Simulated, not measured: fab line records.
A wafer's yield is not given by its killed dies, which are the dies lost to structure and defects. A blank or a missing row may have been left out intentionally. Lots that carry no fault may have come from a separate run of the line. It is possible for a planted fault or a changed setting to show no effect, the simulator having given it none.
Which tool was responsible? :: flow sky130 :: Sampling: 15 lots, 42 wafers, 6 of 708 route steps

== WHAT THE GAUGES READ, wafer by wafer ==
SKY_LI_CONTACT_OVL_MEAS_13. Usual: LI_CONTACT_OVL typically reads 0 nm, with standard deviation 5.2.
lot: L707
measured: day 28 08:36
on: overlay-01
LI_CONTACT_OVL (nm): 6 4 6
flag: 

lot: L708
measured: day 28 21:50
on: overlay-02
LI_CONTACT_OVL (nm): -2 -8 -5
flag: 

lot: L709
measured: day 29 03:17
on: overlay-02
LI_CONTACT_OVL (nm): 9 5 6
flag: 

lot: L711
measured: day 30 05:42
on: overlay-02
LI_CONTACT_OVL (nm): 3 0 0
flag: 

lot: L712
measured: day 30 07:24
on: overlay-02
LI_CONTACT_OVL (nm): 4 1 -1
flag: 

lot: L713
measured: day 30 15:21
on: overlay-01
LI_CONTACT_OVL (nm): 1 0 4
flag: 

lot: L716
measured: day 31 21:03
on: overlay-02
LI_CONTACT_OVL (nm): 1 3 5
flag: 

lot: L717
measured: day 32 04:11
on: overlay-01
LI_CONTACT_OVL (nm): 3 0 3
flag: 

lot: L719
measured: day 32 18:36
on: overlay-01
LI_CONTACT_OVL (nm): -3 0 2
flag: 

lot: L720
measured: day 33 20:54
on: overlay-01
LI_CONTACT_OVL (nm): -4 -4 -11
flag: 

lot: L723
measured: day 35 13:43
on: overlay-01
LI_CONTACT_OVL (nm): -4 3
flag: 

lot: L724
measured: day 35 14:52
on: overlay-02
LI_CONTACT_OVL (nm): 3 4
flag: 

lot: L728
measured: day 36 16:20
on: overlay-02
LI_CONTACT_OVL (nm): 4 1 6
flag: 

lot: L727
measured: day 36 22:36
on: overlay-01
LI_CONTACT_OVL (nm): -7 -4
flag: 

lot: L730
measured: day 37 01:33
on: overlay-01
LI_CONTACT_OVL (nm): 3 2 0
flag: 

SKY_CONTACT_THK_MEAS_01. Usual: CONTACT_CVD_00_THK typically reads 75.1 nm, with standard deviation 0.95.
lot: L707
measured: day 29 15:05
on: film metro-04
CONTACT_CVD_00_THK (nm): 74.0 75.2 75.1
flag: 

lot: L708
measured: day 30 02:47
on: film metro-02
CONTACT_CVD_00_THK (nm): 73.9 74.4 76.2
flag: 

lot: L709
measured: day 30 09:33
on: film metro-04
CONTACT_CVD_00_THK (nm): 76.2 76.7 76.2
flag: 

lot: L711
measured: day 31 11:22
on: film metro-04
CONTACT_CVD_00_THK (nm): 75.0 74.3 75.3
flag: 

lot: L712
measured: day 31 13:11
on: film metro-03
CONTACT_CVD_00_THK (nm): 75.9 76.4 76.8
flag: 

lot: L713
measured: day 31 21:02
on: film metro-04
CONTACT_CVD_00_THK (nm): 75.5 74.7 76.7
flag: 

lot: L716
measured: day 33 02:08
on: film metro-02
CONTACT_CVD_00_THK (nm): 74.5 74.7 75.0
flag: 

lot: L717
measured: day 33 08:42
on: film metro-03
CONTACT_CVD_00_THK (nm): 74.6 75.5 75.2
flag: 

lot: L719
measured: day 33 23:01
on: film metro-04
CONTACT_CVD_00_THK (nm): 73.6 74.3 73.4
flag: 

lot: L720
measured: day 35 01:38
on: film metro-02
CONTACT_CVD_00_THK (nm): 75.7 75.2 76.4
flag: 

lot: L723
measured: day 36 17:29
on: film metro-04
CONTACT_CVD_00_THK (nm): 74.4 74.9
flag: 

lot: L724
measured: day 36 18:37
on: film metro-04
CONTACT_CVD_00_THK (nm): 75.7 75.9
flag: 

lot: L728
measured: day 37 20:08
on: film metro-03
CONTACT_CVD_00_THK (nm): 73.5 74.8 75.7
flag: 

lot: L727
measured: day 38 03:14
on: film metro-04
CONTACT_CVD_00_THK (nm): 73.7 74.3
flag: 

lot: L730
measured: day 38 05:23
on: film metro-03
CONTACT_CVD_00_THK (nm): 74.4 73.9 75.2
flag: 

SKY_CONTACT_THK_MEAS_03. Usual: CONTACT_HDPCVD_THK typically reads 568 nm, with standard deviation 5.6.
lot: L707
measured: day 29 15:13
on: film metro-03
CONTACT_HDPCVD_THK (nm): 565 559 572
flag: 

lot: L708
measured: day 30 02:55
on: film metro-02
CONTACT_HDPCVD_THK (nm): 579 573 571
flag: 

lot: L709
measured: day 30 09:41
on: film metro-03
CONTACT_HDPCVD_THK (nm): 573 574 577
flag: 

lot: L711
measured: day 31 11:29
on: film metro-03
CONTACT_HDPCVD_THK (nm): 564 576 571
flag: 

lot: L712
measured: day 31 13:19
on: film metro-03
CONTACT_HDPCVD_THK (nm): 567 564 569
flag: 

lot: L713
measured: day 31 21:10
on: film metro-04
CONTACT_HDPCVD_THK (nm): 569 562 561
flag: 

lot: L716
measured: day 33 02:16
on: film metro-03
CONTACT_HDPCVD_THK (nm): 569 570 569
flag: 

lot: L717
measured: day 33 08:50
on: film metro-04
CONTACT_HDPCVD_THK (nm): 572 564 564
flag: 

lot: L719
measured: day 33 23:08
on: film metro-03
CONTACT_HDPCVD_THK (nm): 565 562 565
flag: 

lot: L720
measured: day 35 01:46
on: film metro-04
CONTACT_HDPCVD_THK (nm): 567 574 573
flag: 

lot: L723
measured: day 36 17:37
on: film metro-02
CONTACT_HDPCVD_THK (nm): 568 565
flag: 

lot: L724
measured: day 36 18:45
on: film metro-03
CONTACT_HDPCVD_THK (nm): 565 562
flag: 

lot: L728
measured: day 37 20:16
on: film metro-04
CONTACT_HDPCVD_THK (nm): 572 574 583
flag: 

lot: L727
measured: day 38 03:22
on: film metro-03
CONTACT_HDPCVD_THK (nm): 575 573
flag: 

lot: L730
measured: day 38 05:31
on: film metro-02
CONTACT_HDPCVD_THK (nm): 562 568 565
flag: 

== TOOL THAT RAN EACH LOT (tool first, then ch and the chambers of the sampled wafers, then the start) ==
lot: L707
SKY_LOCAL_INTERCONNECT_COAT_05: litho track-01 ch 0, day 29 00:22
SKY_LOCAL_INTERCONNECT_ETCH_13: rie metal-02 ch 0, day 29 14:13
SKY_LOCAL_INTERCONNECT_STRIP_15: plasma asher-02 ch 0,1, day 29 14:26

lot: L708
SKY_LOCAL_INTERCONNECT_COAT_05: litho track-01 ch 0, day 29 11:22
SKY_LOCAL_INTERCONNECT_ETCH_13: rie metal-01 ch 1, day 30 01:59
SKY_LOCAL_INTERCONNECT_STRIP_15: plasma asher-04 ch 0,1, day 30 02:08

lot: L709
SKY_LOCAL_INTERCONNECT_COAT_05: litho track-03 ch 0, day 29 18:02
SKY_LOCAL_INTERCONNECT_ETCH_13: rie metal-02 ch 0,1, day 30 08:46
SKY_LOCAL_INTERCONNECT_STRIP_15: plasma asher-01 ch 0,1, day 30 08:53

lot: L711
SKY_LOCAL_INTERCONNECT_COAT_05: litho track-02 ch 0, day 30 19:49
SKY_LOCAL_INTERCONNECT_ETCH_13: rie metal-03 ch 0,1, day 31 10:35
SKY_LOCAL_INTERCONNECT_STRIP_15: plasma asher-02 ch 0,1, day 31 10:42

lot: L712
SKY_LOCAL_INTERCONNECT_COAT_05: litho track-01 ch 0, day 30 21:55
SKY_LOCAL_INTERCONNECT_ETCH_13: rie metal-02 ch 0, day 31 12:26
SKY_LOCAL_INTERCONNECT_STRIP_15: plasma asher-01 ch 0, day 31 12:33

lot: L713
SKY_LOCAL_INTERCONNECT_COAT_05: litho track-01 ch 0, day 31 06:59
SKY_LOCAL_INTERCONNECT_ETCH_13: rie metal-01 ch 0,1, day 31 20:17
SKY_LOCAL_INTERCONNECT_STRIP_15: plasma asher-04 ch 0,1, day 31 20:24

lot: L716
SKY_LOCAL_INTERCONNECT_COAT_05: litho track-01 ch 0, day 32 12:10
SKY_LOCAL_INTERCONNECT_ETCH_13: rie metal-02 ch 0,1, day 33 01:23
SKY_LOCAL_INTERCONNECT_STRIP_15: plasma asher-01 ch 0,1, day 33 01:29

lot: L717
SKY_LOCAL_INTERCONNECT_COAT_05: litho track-01 ch 0, day 32 18:34
SKY_LOCAL_INTERCONNECT_ETCH_13: rie metal-01 ch 0,1, day 33 07:57
SKY_LOCAL_INTERCONNECT_STRIP_15: plasma asher-01 ch 0,1, day 33 08:05

lot: L719
SKY_LOCAL_INTERCONNECT_COAT_05: litho track-01 ch 0, day 33 08:38
SKY_LOCAL_INTERCONNECT_ETCH_13: rie metal-02 ch 0,1, day 33 22:12
SKY_LOCAL_INTERCONNECT_STRIP_15: plasma asher-01 ch 0,1, day 33 22:19

lot: L720
SKY_LOCAL_INTERCONNECT_COAT_05: litho track-03 ch 0, day 34 10:59
SKY_LOCAL_INTERCONNECT_ETCH_13: rie metal-03 ch 0, day 35 00:53
SKY_LOCAL_INTERCONNECT_STRIP_15: plasma asher-01 ch 0,1, day 35 01:00

lot: L723
SKY_LOCAL_INTERCONNECT_COAT_05: litho track-03 ch 0, day 36 04:10
SKY_LOCAL_INTERCONNECT_ETCH_13: rie metal-01 ch 0, day 36 16:44
SKY_LOCAL_INTERCONNECT_STRIP_15: plasma asher-04 ch 0,1, day 36 16:50

lot: L724
SKY_LOCAL_INTERCONNECT_COAT_05: litho track-03 ch 0, day 36 05:02
SKY_LOCAL_INTERCONNECT_ETCH_13: rie metal-03 ch 0,1, day 36 17:53
SKY_LOCAL_INTERCONNECT_STRIP_15: plasma asher-04 ch 0,1, day 36 18:01

lot: L728
SKY_LOCAL_INTERCONNECT_COAT_05: litho track-02 ch 0, day 37 07:13
SKY_LOCAL_INTERCONNECT_ETCH_13: rie metal-01 ch 0,1, day 37 19:24
SKY_LOCAL_INTERCONNECT_STRIP_15: plasma asher-01 ch 0,1, day 37 19:31

lot: L727
SKY_LOCAL_INTERCONNECT_COAT_05: litho track-03 ch 0, day 37 12:31
SKY_LOCAL_INTERCONNECT_ETCH_13: rie metal-01 ch 0,1, day 38 02:29
SKY_LOCAL_INTERCONNECT_STRIP_15: plasma asher-04 ch 0,1, day 38 02:36

lot: L730
SKY_LOCAL_INTERCONNECT_COAT_05: litho track-02 ch 0, day 37 15:01
SKY_LOCAL_INTERCONNECT_ETCH_13: rie metal-03 ch 0,1, day 38 04:36
SKY_LOCAL_INTERCONNECT_STRIP_15: plasma asher-04 ch 0,1, day 38 04:43
- SKY_LOCAL_INTERCONNECT_COAT_05: resist thk 60 nm.
- SKY_LOCAL_INTERCONNECT_ETCH_13: etches BARC in N2/H2, stops on SiO2, time 45.9 s, target depth 60 nm.
- SKY_LOCAL_INTERCONNECT_STRIP_15: strips in O2/N2.

== WHAT THE TOOLS THEMSELVES READ (means of the sampled wafers that have a number; where no wafer has one, the mark that the record gives instead) ==
SKY_LOCAL_INTERCONNECT_COAT_05. Usual: 48.5 kPa for dispense pressure kPa, sd 1.7.
lot: L707
tool: litho track-01
dispense pressure kPa (kPa): 46.3
flag: 

lot: L708
tool: litho track-01
dispense pressure kPa (kPa): 46.3
flag: 

lot: L709
tool: litho track-03
dispense pressure kPa (kPa): 49.8
flag: 

lot: L711
tool: litho track-02
dispense pressure kPa (kPa): 49.9
flag: 

lot: L712
tool: litho track-01
dispense pressure kPa (kPa): 46.3
flag: 

lot: L713
tool: litho track-01
dispense pressure kPa (kPa): 46.3
flag: 

lot: L716
tool: litho track-01
dispense pressure kPa (kPa): 46.3
flag: 

lot: L717
tool: litho track-01
dispense pressure kPa (kPa): 46.3
flag: 

lot: L719
tool: litho track-01
dispense pressure kPa (kPa): 46.3
flag: 

lot: L720
tool: litho track-03
dispense pressure kPa (kPa): 49.8
flag: 

lot: L723
tool: litho track-03
dispense pressure kPa (kPa): 49.8
flag: 

lot: L724
tool: litho track-03
dispense pressure kPa (kPa): 49.8
flag: 

lot: L728
tool: litho track-02
dispense pressure kPa (kPa): 49.9
flag: 

lot: L727
tool: litho track-03
dispense pressure kPa (kPa): 49.8
flag: 

lot: L730
tool: litho track-02
dispense pressure kPa (kPa): 49.9
flag: 

SKY_LOCAL_INTERCONNECT_ETCH_13. Usual: drypump motor current A 5.9 A, standard deviation 0.45; n2 flow sccm 99.96 sccm, standard deviation 0.27; oes product au 0.855 a.u., standard deviation 0.0047; throttle valve pct 13.226 %, standard deviation 0.0088.
lot: L707
tool: rie metal-02
drypump motor current A (A): 5.4
n2 flow sccm (sccm): 100.27
oes product au (a.u.): 0.855
throttle valve pct (%): 13.231
flag: 

lot: L708
tool: rie metal-01
drypump motor current A (A): 5.5
n2 flow sccm (sccm): 100.03
oes product au (a.u.): 0.850
throttle valve pct (%): 13.226
flag: 

lot: L709
tool: rie metal-02
drypump motor current A (A): 5.6
n2 flow sccm (sccm): 100.05
oes product au (a.u.): 0.854
throttle valve pct (%): 13.225
flag: 

lot: L711
tool: rie metal-03
drypump motor current A (A): 6.6
n2 flow sccm (sccm): 99.65
oes product au (a.u.): 0.851
throttle valve pct (%): 13.223
flag: 

lot: L712
tool: rie metal-02
drypump motor current A (A): 5.4
n2 flow sccm (sccm): 99.98
oes product au (a.u.): 0.855
throttle valve pct (%): 13.219
flag: 

lot: L713
tool: rie metal-01
drypump motor current A (A): 5.6
n2 flow sccm (sccm): 99.97
oes product au (a.u.): 0.852
throttle valve pct (%): 13.228
flag: 

lot: L716
tool: rie metal-02
drypump motor current A (A): 5.6
n2 flow sccm (sccm): 99.98
oes product au (a.u.): 0.854
throttle valve pct (%): 13.230
flag: 

lot: L717
tool: rie metal-01
drypump motor current A (A): 5.6
n2 flow sccm (sccm): 100.34
oes product au (a.u.): 0.859
throttle valve pct (%): 13.222
flag: 

lot: L719
tool: rie metal-02
drypump motor current A (A): 5.6
n2 flow sccm (sccm): 99.82
oes product au (a.u.): 0.855
throttle valve pct (%): 13.225
flag: 

lot: L720
tool: rie metal-03
drypump motor current A (A): 6.1
n2 flow sccm (sccm): 100.07
oes product au (a.u.): 0.855
throttle valve pct (%): 13.233
flag: 

lot: L723
tool: rie metal-01
drypump motor current A (A): 5.7
n2 flow sccm (sccm): 99.68
oes product au (a.u.): 0.952
throttle valve pct (%): 13.235
flag: OFF

lot: L724
tool: rie metal-03
drypump motor current A (A): 6.4
n2 flow sccm (sccm): 99.93
oes product au (a.u.): 0.903
throttle valve pct (%): 13.226
flag: OFF

lot: L728
tool: rie metal-01
drypump motor current A (A): 5.6
n2 flow sccm (sccm): 99.55
oes product au (a.u.): 0.852
throttle valve pct (%): 13.226
flag: 

lot: L727
tool: rie metal-01
drypump motor current A (A): 5.6
n2 flow sccm (sccm): 100.10
oes product au (a.u.): 0.901
throttle valve pct (%): 13.229
flag: OFF

lot: L730
tool: rie metal-03
drypump motor current A (A): 6.3
n2 flow sccm (sccm): 100.06
oes product au (a.u.): 0.856
throttle valve pct (%): 13.235
flag: 

SKY_LOCAL_INTERCONNECT_STRIP_15. Usual: drypump motor current A 5.9 A, standard deviation 0.38; n2 flow sccm 299.9 sccm, standard deviation 0.97; oes product au 0.427 a.u., standard deviation 0.005; strip time to endpoint s 4.730 s, standard deviation 0.019.
lot: L707
tool: plasma asher-02
drypump motor current A (A): 6.0
n2 flow sccm (sccm): 299.6
oes product au (a.u.): 0.429
strip time to endpoint s (s): 4.736
flag: 

lot: L708
tool: plasma asher-04
drypump motor current A (A): 5.8
n2 flow sccm (sccm): 299.2
oes product au (a.u.): 0.426
strip time to endpoint s (s): 4.715
flag: 

lot: L709
tool: plasma asher-01
drypump motor current A (A): 5.9
n2 flow sccm (sccm): 300.5
oes product au (a.u.): 0.426
strip time to endpoint s (s): 4.733
flag: 

lot: L711
tool: plasma asher-02
drypump motor current A (A): 6.1
n2 flow sccm (sccm): 299.2
oes product au (a.u.): 0.427
strip time to endpoint s (s): 4.733
flag: 

lot: L712
tool: plasma asher-01
drypump motor current A (A): 5.5
n2 flow sccm (sccm): 300.2
oes product au (a.u.): 0.428
strip time to endpoint s (s): 4.718
flag: 

lot: L713
tool: plasma asher-04
drypump motor current A (A): 5.8
n2 flow sccm (sccm): 299.5
oes product au (a.u.): 0.424
strip time to endpoint s (s): 4.738
flag: 

lot: L716
tool: plasma asher-01
drypump motor current A (A): 6.3
n2 flow sccm (sccm): 300.1
oes product au (a.u.): 0.428
strip time to endpoint s (s): 4.730
flag: 

lot: L717
tool: plasma asher-01
drypump motor current A (A): 5.9
n2 flow sccm (sccm): 300.9
oes product au (a.u.): 0.422
strip time to endpoint s (s): 4.743
flag: 

lot: L719
tool: plasma asher-01
drypump motor current A (A): 6.3
n2 flow sccm (sccm): 299.6
oes product au (a.u.): 0.429
strip time to endpoint s (s): 4.725
flag: 

lot: L720
tool: plasma asher-01
drypump motor current A (A): 5.9
n2 flow sccm (sccm): 300.4
oes product au (a.u.): 0.426
strip time to endpoint s (s): 4.720
flag: 

lot: L723
tool: plasma asher-04
drypump motor current A (A): 5.8
n2 flow sccm (sccm): 300.9
oes product au (a.u.): 0.434
strip time to endpoint s (s): 4.922
flag: OFF

lot: L724
tool: plasma asher-04
drypump motor current A (A): 5.8
n2 flow sccm (sccm): 298.6
oes product au (a.u.): 0.426
strip time to endpoint s (s): 4.799
flag: OFF

lot: L728
tool: plasma asher-01
drypump motor current A (A): 5.9
n2 flow sccm (sccm): 299.6
oes product au (a.u.): 0.427
strip time to endpoint s (s): 4.729
flag: 

lot: L727
tool: plasma asher-04
drypump motor current A (A): 5.8
n2 flow sccm (sccm): 299.9
oes product au (a.u.): 0.427
strip time to endpoint s (s): 4.795
flag: OFF

lot: L730
tool: plasma asher-04
drypump motor current A (A): 5.8
n2 flow sccm (sccm): 299.8
oes product au (a.u.): 0.425
strip time to endpoint s (s): 4.737
flag: 

== THE ANSWER, worked out from the rows above alone ==
Rule: a lot counts as off when the mean over its wafers that have a number is more than 3 standard deviations away from the usual mean. A lot without any number at a reading at which 4 lots or more have one is off too. Any other lot the step has rows for is counted as sound. After the gauges, taken in route order, come the tools' own readings; for these a lot's mean is taken, as printed above. The first step at which some lot is off is used, and at that step the reading that is off furthest; a lot without a number counts as furthest.
Off, at SKY_LOCAL_INTERCONNECT_ETCH_13 on oes product au: L723, L724, L727.
A tool fits if, at that step or a process step before it, it ran every lot that is off, and no sound lot after the first of them. One candidate fits, namely litho track-03 at SKY_LOCAL_INTERCONNECT_COAT_05. A fault onset in the window from L720 (day 34 10:59, its last sound lot) to L723 (day 36 04:10, its first lot off) fits.

== WHAT HAD BEEN PUT IN BY THE SIMULATOR ==
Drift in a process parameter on litho track-03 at SKY_LOCAL_INTERCONNECT_COAT_05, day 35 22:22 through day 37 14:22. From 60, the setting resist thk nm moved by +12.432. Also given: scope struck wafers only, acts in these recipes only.
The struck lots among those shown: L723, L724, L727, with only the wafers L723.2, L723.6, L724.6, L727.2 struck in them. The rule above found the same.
